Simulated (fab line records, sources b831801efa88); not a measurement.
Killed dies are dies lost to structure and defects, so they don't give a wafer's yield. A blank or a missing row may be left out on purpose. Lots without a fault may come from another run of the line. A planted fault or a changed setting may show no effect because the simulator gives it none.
fab line records | flow sky130
record lots=5 wafers=15 last_day=49
route steps=708 shown VT_ADJUST_LVTN@117 VT_ADJUST_NCORE@119 VT_ADJUST_HVTR@131
lots that met no fault: from a run of the same line without faults
start_h: hours from the record's first day to the start of the lot's first wafer shown | wait_h: hours since the lot's step before | " the same as in the row above | L1.1+2: a row that stands for several wafers | - no value, or no start given | * or withheld: withheld | < > ~ a bound
route shown NAME@n: a module of which the file shows steps, and the number in the route of the first | usual: mean/standard deviation of fault-free wafers | same: alike in all rows | chamber/n: place in a boat | sites: the reading at each site | _std_site: their standard deviation | _edge_site: outer sites' mean less inner sites' | radius_mm: how far each site lies from the wafer's centre | mask NAME#n: copy n | behind: the tool/chamber that last shaped the wafer | hold: why the lot was held/for how many hours/how that ended | device: the transistor (n, p or np) that didn't switch | end of line: the same wafers' tests at the end of the route | a step without rows: its recipe alone | killed: dies lost to structure and defects at the first sort, not the wafer's yield | map: a wafer's dies, x killed, . not, _ none there
set.NAME: the setting as run; set.NAME@STEP: as run at that earlier step | model.NAME: the simulator's own value behind a step, which no gauge read
lots at some steps of the route; a table a step, a row a wafer
services: from which hour (start_h, from the record's first day; less than 0 if before it) a tool's chamber was out of use, for how many hours, and why
## steps
# step SKY_VT_ADJUST_LVTN_STRIP_20
# recipe chemistry=O2/N2 power_w=1400 pressure_mtorr=1500 platen_temp_c=withheld o2_flow_sccm=3000 n2_flow_sccm=300 overash_fraction=0.5
# usual drypump_motor_current_A=5.9/0.37 o2_flow_sccm=3000/9.6 oes_product_au=0.716/0.0044 strip_time_to_endpoint_s=14.18/0.039
# columns lot.wafer tool chamber start_h wait_h drypump_motor_current_A o2_flow_sccm oes_product_au rf_hours_counter_h strip_time_to_endpoint_s
L075.1 plasma_asher-02 1 165.05 0.1 6.1 2997 0.716 53 14.20
L075.2 " 0 " " 5.8 2996 0.715 53 14.26
L075.3 " 1 " " 6.1 2998 0.717 - 14.21
L078.4 plasma_asher-04 1 181.23 0.1 6.0 3005 0.719 - 14.19
L078.5 " 0 " " 5.6 3000 0.717 - 14.23
L078.6 " 1 " " 5.9 3020 0.719 - 14.22
L082.3 plasma_asher-04 0 223.11 0.1 5.6 2983 0.719 - 14.17
L082.4 " 1 " " 5.9 3008 0.722 - 14.19
L082.6 " 1 " " 6.0 2993 0.704 - 14.17
L084.1 plasma_asher-02 1 227.05 0.1 6.1 3012 0.716 59 14.13
L084.2 " 0 " " 5.9 2995 0.723 59 14.12
L084.4 " 1 " " 6.1 3013 0.722 - 14.20
L089.1 plasma_asher-03 0 262.82 0.1 5.4 3005 0.724 13 14.16
L089.3 " 0 " " 5.4 2996 0.715 - 14.20
L089.6 " 1 " " 6.4 3000 0.717 - 14.18
# step SKY_VT_ADJUST_LVTN_TW_MEAS_21
# usual VT_ADJUST_LVTN_2_TW=188.3/0.97
# columns lot.wafer tool chamber start_h wait_h VT_ADJUST_LVTN_2_TW
L075.1 film_metro-02 - 165.15 0.1 188.2
L075.2 " - " " 188.7
L075.3 " - " " 188.4
L078.4 film_metro-03 - 181.33 0.1 185.9
L078.5 " - " " 187.2
L078.6 " - " " 187.7
L082.3 film_metro-04 - 223.19 0.1 188.5
L082.4 " - " " 188.1
L082.6 " - " " 187.2
L084.1 film_metro-04 - 227.15 0.1 187.4
L084.2 " - " " 188.2
L084.4 " - " " 188.8
L089.1 film_metro-03 - 262.92 0.1 188.6
L089.3 " - " " 189.2
L089.6 " - " " 187.7
# step SKY_VT_ADJUST_NCORE_DEHYDRATE_00
# recipe temp_c=200 time_s=60
# columns lot.wafer tool chamber start_h wait_h
L075.1+2+3 litho_track-03 0 173.87 8.7
L078.4+5+6 litho_track-04 0 191.41 10.1
L082.3+4+6 litho_track-01 0 233.26 10.1
L084.1+2+4 litho_track-03 0 238.22 11.1
L089.1+3+6 litho_track-03 0 274.47 11.5
# step SKY_VT_ADJUST_NCORE_HMDS_01
# recipe prime_time_s=60 prime_temp_c=120
# columns lot.wafer tool chamber start_h wait_h
L075.1+2+3 litho_track-03 0 174.02 0.1
L078.4+5+6 litho_track-04 0 191.56 0.1
L082.3+4+6 litho_track-01 0 233.41 0.1
L084.1+2+4 litho_track-03 0 238.37 0.1
L089.1+3+6 litho_track-03 0 274.62 0.1
# step SKY_VT_ADJUST_NCORE_COAT_02
# recipe resist=NOVOLAK spin_rpm=3000 resist_thk_nm=1140
# columns lot.wafer tool chamber start_h wait_h
L075.1+2+3 litho_track-03 0 174.17 0.1
L078.4+5+6 litho_track-04 0 191.71 0.1
L082.3+4+6 litho_track-01 0 233.56 0.1
L084.1+2+4 litho_track-03 0 238.52 0.1
L089.1+3+6 litho_track-03 0 274.77 0.1
# step SKY_VT_ADJUST_NCORE_SOFTBAKE_03
# recipe temp_c=90 time_s=60 resist=NOVOLAK
# columns lot.wafer tool chamber start_h wait_h
L075.1+2+3 litho_track-03 0 174.32 0.1
L078.4+5+6 litho_track-04 0 191.86 0.1
L082.3+4+6 litho_track-01 0 233.71 0.1
L084.1+2+4 litho_track-03 0 238.67 0.1
L089.1+3+6 litho_track-03 0 274.92 0.1
# step SKY_VT_ADJUST_NCORE_EXPOSE_04
# recipe mask_id=LVTN_COMPLEMENT_THIN na=0.6 source_shape=conventional sigma_outer=0.6 polarization=unpolarized target_cd_nm=380 dose_mj=139
# usual focus_offset_nm=0.0/0.52
# same sigma_outer=0.6
# columns lot.wafer tool chamber start_h wait_h mask focus_offset_nm
L075.1 iline_stepper-02 0 - - LVTN_COMPLEMENT_THIN#0 -0.5
L075.2 " 0 " " LVTN_COMPLEMENT_THIN#0 -0.1
L075.3 " 0 " " LVTN_COMPLEMENT_THIN#0 0.0
L078.4 iline_stepper-02 0 - - LVTN_COMPLEMENT_THIN#0 0.0
L078.5 " 0 " " LVTN_COMPLEMENT_THIN#0 -0.1
L078.6 " 0 " " LVTN_COMPLEMENT_THIN#0 -0.4
L082.3 iline_stepper-01 0 - - LVTN_COMPLEMENT_THIN#0 -0.6
L082.4 " 0 " " LVTN_COMPLEMENT_THIN#0 -0.5
L082.6 " 0 " " LVTN_COMPLEMENT_THIN#0 -0.4
L084.1 iline_stepper-02 0 - - LVTN_COMPLEMENT_THIN#0 -0.8
L084.2 " 0 " " LVTN_COMPLEMENT_THIN#0 -0.4
L084.4 " 0 " " LVTN_COMPLEMENT_THIN#0 0.3
L089.1 iline_stepper-02 0 - - LVTN_COMPLEMENT_THIN#0 -0.2
L089.3 " 0 " " LVTN_COMPLEMENT_THIN#0 0.2
L089.6 " 0 " " LVTN_COMPLEMENT_THIN#0 -0.2
# step SKY_VT_ADJUST_NCORE_PEB_05
# recipe temp_c=withheld time_s=* resist=NOVOLAK
# columns lot.wafer tool chamber start_h wait_h
L075.1+2+3 litho_track-01 0 - -
L078.4+5+6 litho_track-01 0 - -
L082.3+4+6 litho_track-01 0 - -
L084.1+2+4 litho_track-03 0 - -
L089.1+3+6 litho_track-03 0 - -
# step SKY_VT_ADJUST_NCORE_DEVELOP_06
# recipe resist=NOVOLAK developer=TMAH develop_time_s=60 dev_temp_c=23
# columns lot.wafer tool chamber start_h wait_h
L075.1+2+3 litho_track-01 0 184.06 0.1
L078.4+5+6 litho_track-01 0 202.44 0.1
L082.3+4+6 litho_track-01 0 245.71 0.1
L084.1+2+4 litho_track-03 0 249.87 0.1
L089.1+3+6 litho_track-03 0 287.47 0.1
# step SKY_VT_ADJUST_NCORE_CD_MEAS_07
# recipe target_cd_nm=380
# usual cd_nm=379.3/2.7
# columns lot.wafer tool chamber start_h wait_h cd_nm
L075.1 cd_sem-01 - 184.21 0.1 377.0
L075.2 " - " " 379.6
L075.3 " - " " 381.7
L078.4 cd_sem-02 - 202.57 0.1 376.2
L078.5 " - " " 374.9
L078.6 " - " " 375.5
L082.3 cd_sem-02 - 245.85 0.1 384.8
L082.4 " - " " 384.1
L082.6 " - " " 387.0
L084.1 cd_sem-02 - 250.02 0.1 383.3
L084.2 " - " " 383.5
L084.4 " - " " 384.6
L089.1 cd_sem-01 - 287.62 0.1 377.2
L089.3 " - " " 376.9
L089.6 " - " " 375.4
# step SKY_VT_ADJUST_NCORE_OVL_MEAS_08
# usual VT_ADJUST_NCORE_OVL=-1.1/1.4
# columns lot.wafer tool chamber start_h wait_h VT_ADJUST_NCORE_OVL[nm]
L075.1 overlay-02 - 184.33 0.1 0.4
L075.2 " - " " 1.0
L075.3 " - " " 1.2
L078.4 overlay-01 - 202.65 0.1 -1.2
L078.5 " - " " -0.5
L078.6 " - " " 0.2
L082.3 overlay-01 - 245.95 0.1 -1.4
L082.4 " - " " -2.4
L082.6 " - " " -1.2
L084.1 overlay-01 - 250.14 0.1 -0.7
L084.2 " - " " -2.3
L084.4 " - " " -1.3
L089.1 overlay-02 - 287.74 0.1 1.6
L089.3 " - " " 0.3
L089.6 " - " " -1.0
# step SKY_VT_ADJUST_NCORE_IMPLANT_09
# recipe species=B energy_kev=10 dose_cm2=2.4e+12 tilt_deg=withheld
# columns lot.wafer tool chamber start_h wait_h
L075.1+2+3 implanter-01 0 184.37 0.0
L078.4+5+6 implanter-04 0 202.74 0.1
L082.3+4+6 implanter-03 0 246.02 0.1
L084.1+2+4 implanter-03 0 250.18 0.0
L089.1+3+6 implanter-01 0 287.78 0.0
# step SKY_VT_ADJUST_NCORE_STRIP_10
# recipe chemistry=O2/N2 power_w=1400 pressure_mtorr=1500 platen_temp_c=withheld o2_flow_sccm=3000 n2_flow_sccm=300 overash_fraction=0.5
# usual drypump_motor_current_A=5.6/0.49 o2_flow_sccm=2999/8.9 oes_product_au=0.716/0.0045 strip_time_to_endpoint_s=14.18/0.046
# columns lot.wafer tool chamber start_h wait_h drypump_motor_current_A o2_flow_sccm oes_product_au rf_hours_counter_h strip_time_to_endpoint_s
L075.1 plasma_asher-01 1 184.52 0.1 5.2 2997 0.715 27 14.15
L075.2 " 0 " " 5.1 3012 0.716 27 14.12
L075.3 " 0 " " 5.1 3002 0.713 - 14.17
L078.4 plasma_asher-03 0 202.85 0.1 5.4 2995 0.717 - 14.28
L078.5 " 0 " " 5.4 2991 0.714 - 14.27
L078.6 " 1 " " 6.4 3004 0.720 - 14.25
L082.3 plasma_asher-01 1 246.15 0.1 5.2 2989 0.711 - 14.28
L082.4 " 0 " " 5.1 2994 0.717 - 14.25
L082.6 " 1 " " 5.1 3006 0.721 - 14.20
L084.1 plasma_asher-01 0 250.33 0.1 5.1 2976 0.713 33 14.16
L084.2 " 1 " " 5.2 2988 0.720 33 14.19
L084.4 " 0 " " 5.1 3003 0.722 - 14.21
L089.1 plasma_asher-03 0 287.93 0.1 5.4 3005 0.713 15 14.13
L089.3 " 0 " " 5.4 3015 0.712 - 14.09
L089.6 " 0 " " 5.4 3003 0.709 - 14.15
# step SKY_VT_ADJUST_NCORE_TW_MEAS_11
# usual VT_ADJUST_NCORE_TW=218.8/1.2
# columns lot.wafer tool chamber start_h wait_h VT_ADJUST_NCORE_TW
L075.1 film_metro-03 - 184.62 0.1 217.6
L075.2 " - " " 216.6
L075.3 " - " " 217.8
L078.4 film_metro-04 - 202.95 0.1 220.3
L078.5 " - " " 219.7
L078.6 " - " " 219.0
L082.3 film_metro-03 - 246.24 0.1 219.5
L082.4 " - " " 218.6
L082.6 " - " " 219.4
L084.1 film_metro-01 - 250.43 0.1 217.5
L084.2 " - " " 217.9
L084.4 " - " " 217.6
L089.1 film_metro-04 - 288.03 0.1 220.2
L089.3 " - " " 220.7
L089.6 " - " " 219.5
# step SKY_VT_ADJUST_HVTR_DEHYDRATE_00
# recipe temp_c=200 time_s=60
# columns lot.wafer tool chamber start_h wait_h
L075.1+2+3 litho_track-02 0 194.51 9.9
L078.4+5+6 litho_track-03 0 213.55 10.6
L082.3+4+6 litho_track-01 0 257.56 11.3
L084.1+2+4 litho_track-01 0 261.61 11.2
L089.1+3+6 litho_track-03 0 298.67 10.6
# step SKY_VT_ADJUST_HVTR_HMDS_01
# recipe prime_time_s=60 prime_temp_c=120
# columns lot.wafer tool chamber start_h wait_h
L075.1+2+3 litho_track-02 0 194.66 0.1
L078.4+5+6 litho_track-03 0 213.70 0.1
L082.3+4+6 litho_track-01 0 257.71 0.1
L084.1+2+4 litho_track-01 0 261.76 0.1
L089.1+3+6 litho_track-03 0 298.82 0.1
# step SKY_VT_ADJUST_HVTR_COAT_02
# recipe resist=NOVOLAK spin_rpm=3000 resist_thk_nm=1140
# columns lot.wafer tool chamber start_h wait_h
L075.1+2+3 litho_track-02 0 194.81 0.1
L078.4+5+6 litho_track-03 0 213.85 0.1
L082.3+4+6 litho_track-01 0 257.86 0.1
L084.1+2+4 litho_track-01 0 261.91 0.1
L089.1+3+6 litho_track-03 0 298.97 0.1
# step SKY_VT_ADJUST_HVTR_SOFTBAKE_03
# recipe temp_c=90 time_s=60 resist=NOVOLAK
# columns lot.wafer tool chamber start_h wait_h
L075.1+2+3 litho_track-02 0 194.96 0.1
L078.4+5+6 litho_track-03 0 214.00 0.1
L082.3+4+6 litho_track-01 0 258.01 0.1
L084.1+2+4 litho_track-01 0 262.06 0.1
L089.1+3+6 litho_track-03 0 299.12 0.1
# step SKY_VT_ADJUST_HVTR_EXPOSE_04
# recipe mask_id=HVTRM target_cd_nm=380 na=0.6 source_shape=conventional sigma_outer=0.6 dose_mj=150
# usual focus_offset_nm=-0.1/0.55
# same sigma_outer=0.6
# columns lot.wafer tool chamber start_h wait_h mask focus_offset_nm
L075.1 iline_stepper-01 0 - - HVTRM#0 -0.4
L075.2 " 0 " " HVTRM#0 -0.2
L075.3 " 0 " " HVTRM#0 -1.4
L078.4 iline_stepper-02 0 - - HVTRM#0 0.4
L078.5 " 0 " " HVTRM#0 0.9
L078.6 " 0 " " HVTRM#0 0.6
L082.3 iline_stepper-02 0 - - HVTRM#0 0.4
L082.4 " 0 " " HVTRM#0 0.5
L082.6 " 0 " " HVTRM#0 0.2
L084.1 iline_stepper-01 0 - - HVTRM#0 -1.4
L084.2 " 0 " " HVTRM#0 -0.2
L084.4 " 0 " " HVTRM#0 -0.1
L089.1 iline_stepper-02 0 - - HVTRM#0 -0.1
L089.3 " 0 " " HVTRM#0 0.5
L089.6 " 0 " " HVTRM#0 -0.7
# step SKY_VT_ADJUST_HVTR_PEB_05
# recipe temp_c=withheld time_s=* resist=NOVOLAK
# columns lot.wafer tool chamber start_h wait_h
L075.1+2+3 litho_track-02 0 - -
L078.4+5+6 litho_track-03 0 - -
L082.3+4+6 litho_track-01 0 - -
L084.1+2+4 litho_track-01 0 - -
L089.1+3+6 litho_track-01 0 - -
# step SKY_VT_ADJUST_HVTR_DEVELOP_06
# recipe develop_time_s=60 dev_temp_c=23
# columns lot.wafer tool chamber start_h wait_h
L075.1+2+3 litho_track-02 0 205.76 0.1
L078.4+5+6 litho_track-03 0 225.05 0.1
L082.3+4+6 litho_track-01 0 270.46 0.1
L084.1+2+4 litho_track-01 0 274.21 0.1
L089.1+3+6 litho_track-01 0 311.16 0.1
# step SKY_VT_ADJUST_HVTR_CD_MEAS_07
# recipe target_cd_nm=380
# usual cd_nm=379.6/2.7
# columns lot.wafer tool chamber start_h wait_h cd_nm
L075.1 cd_sem-01 - 205.91 0.1 376.6
L075.2 " - " " 376.4
L075.3 " - " " 376.8
L078.4 cd_sem-02 - 225.18 0.1 381.3
L078.5 " - " " 381.9
L078.6 " - " " 382.2
L082.3 cd_sem-01 - 270.60 0.1 381.4
L082.4 " - " " 380.6
L082.6 " - " " 381.6
L084.1 cd_sem-01 - 274.36 0.1 381.9
L084.2 " - " " 382.9
L084.4 " - " " 380.9
L089.1 cd_sem-01 - 311.31 0.1 382.8
L089.3 " - " " 382.1
L089.6 " - " " 382.8
# step SKY_VT_ADJUST_HVTR_OVL_MEAS_08
# usual VT_ADJUST_HVTR_OVL=-1.1/1.5
# columns lot.wafer tool chamber start_h wait_h VT_ADJUST_HVTR_OVL[nm]
L075.1 overlay-01 - 206.03 0.1 -3.1
L075.2 " - " " -1.2
L075.3 " - " " -0.9
L078.4 overlay-02 - 225.26 0.1 -1.8
L078.5 " - " " -1.7
L078.6 " - " " -0.8
L082.3 overlay-02 - 270.70 0.1 -0.6
L082.4 " - " " -0.8
L082.6 " - " " 0.8
L084.1 overlay-02 - 274.48 0.1 0.7
L084.2 " - " " -1.4
L084.4 " - " " 0.1
L089.1 overlay-01 - 311.43 0.1 -1.8
L089.3 " - " " -1.2
L089.6 " - " " -1.3
## services
# columns tool chamber start_h hours kind
plasma_asher-01 - 159.40 2.5 repair
iline_stepper-02 - 167.02 2.2 repair
plasma_asher-03 - 173.69 13.6 repair
implanter-03 - 178.15 7.4 repair
implanter-03 - 192.60 3.0 repair
plasma_asher-04 - 207.58 3.2 repair
implanter-03 - 208.37 4.2 pm
implanter-01 - 220.70 0.8 repair
iline_stepper-02 - 224.34 12.5 repair
iline_stepper-01 - 254.35 4.3 pm
implanter-04 - 259.84 4.4 pm
implanter-04 - 264.27 3.2 pm
plasma_asher-04 - 271.88 2.8 repair
plasma_asher-03 - 278.06 2.0 repair
iline_stepper-02 - 280.29 1.7 pm
iline_stepper-01 - 281.96 2.2 repair
iline_stepper-02 - 286.33 - consumable_replace:lamp
plasma_asher-03 - 288.80 1.2 repair
plasma_asher-03 - 299.98 2.8 pm
iline_stepper-01 - 302.22 1.7 pm
## key
fault none
